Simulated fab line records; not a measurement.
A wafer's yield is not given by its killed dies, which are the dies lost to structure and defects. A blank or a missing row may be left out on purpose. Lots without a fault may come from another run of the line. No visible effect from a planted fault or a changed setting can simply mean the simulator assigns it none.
What tool caused it? -- flow sfq line -- 14 lots (42 wafers sampled), 1 step of a 325-step route

== WHAT THE GAUGES SHOWED, per wafer ==
Not one reading of a measure or inspect step in the record can be checked against a usual standard deviation.

== EACH LOT AND THE TOOL THAT RAN IT (in order: tool; ch and the chambers of the sampled wafers; start) ==
lot,SFQ_TRILAYER_I6_DEP_PECVD_165
L609,"pecvd-01 ch 1,2, day 58 17:45"
L610,"pecvd-02 ch 1,2, day 59 02:09"
L611,"pecvd-01 ch 1,2, day 59 06:57"
L612,"pecvd-01 ch 0,1,2, day 59 10:33"
L613,"pecvd-03 ch 0,2, day 60 13:46"
L619,"pecvd-03 ch 0,1, day 61 18:58"
L623,"pecvd-03 ch 0,1,2, day 63 02:44"
L625,"pecvd-01 ch 1,2, day 63 15:31"
L627,"pecvd-01 ch 0,1,2, day 63 22:41"
L628,"pecvd-01 ch 0,2, day 65 04:05"
L629,"pecvd-02 ch 0,2, day 65 06:29"
L630,"pecvd-03 ch 0,1,2, day 65 16:11"
L631,"pecvd-01 ch 0,1,2, day 65 17:25"
L632,"pecvd-02 ch 0,1,2, day 65 22:11"
- SFQ_TRILAYER_I6_DEP_PECVD_165: deposits SiO2 from SiH4/N2O, time 111.11 s, target thk 500 nm.

== AS READ BY THE TOOLS THEMSELVES (means over the sampled wafers that have a number; for cases with no such wafer, the mark the record gives instead) ==
SFQ_TRILAYER_I6_DEP_PECVD_165.
lot,tool,heater power w (W),rf fwd power W (W),throttle valve pct (%)
L609,pecvd-01,81,183.7,23.8
L610,pecvd-02,84,181.6,25.2
L611,pecvd-01,85,183.1,22.9
L612,pecvd-01,79,182.9,23.6
L613,pecvd-03,94,182.7,23.3
L619,pecvd-03,109,153.2,24.0
L623,pecvd-03,101,153.3,23.7
L625,pecvd-01,77,182.9,24.1
L627,pecvd-01,78,182.7,23.6
L628,pecvd-01,84,182.5,22.9
L629,pecvd-02,81,182.4,26.7
L630,pecvd-03,83,182.5,23.9
L631,pecvd-01,76,182.9,23.8
L632,pecvd-02,75,182.0,26.2

== THE ANSWER, worked out from the rows above alone ==
Rule: the usual values come from the lots themselves. The widest of any qualifying gaps counts: lots, ordered by their means at a reading, are off when they make up no more than a third of the lots, leave a main group of 4 or more, and stand apart from it by 3 or more times the standard deviation of that group's means. A main group is skipped when, at the precision printed for the reading in the tables above, its means are all equal. Also off: a lot with no number at a reading for which 4 or more lots have one. Any other lot the step has rows for is counted as sound. After the gauges, taken in route order, come the tools' own readings; for these a lot's mean is taken, as printed above. At the first step where some lot is off, the reading lying furthest off is the one used; lots without a number count as furthest.
Off at SFQ_TRILAYER_I6_DEP_PECVD_165 (rf fwd power W): L619, L623. The main group has a mean of 182.7 W with a standard deviation of 0.51.
If a tool, at that step or one of the process steps before it, ran each lot that is off and ran no sound lot following the first of them, it fits. Of those tried, none fits.

== WHAT THE SIMULATOR HAD INSERTED ==
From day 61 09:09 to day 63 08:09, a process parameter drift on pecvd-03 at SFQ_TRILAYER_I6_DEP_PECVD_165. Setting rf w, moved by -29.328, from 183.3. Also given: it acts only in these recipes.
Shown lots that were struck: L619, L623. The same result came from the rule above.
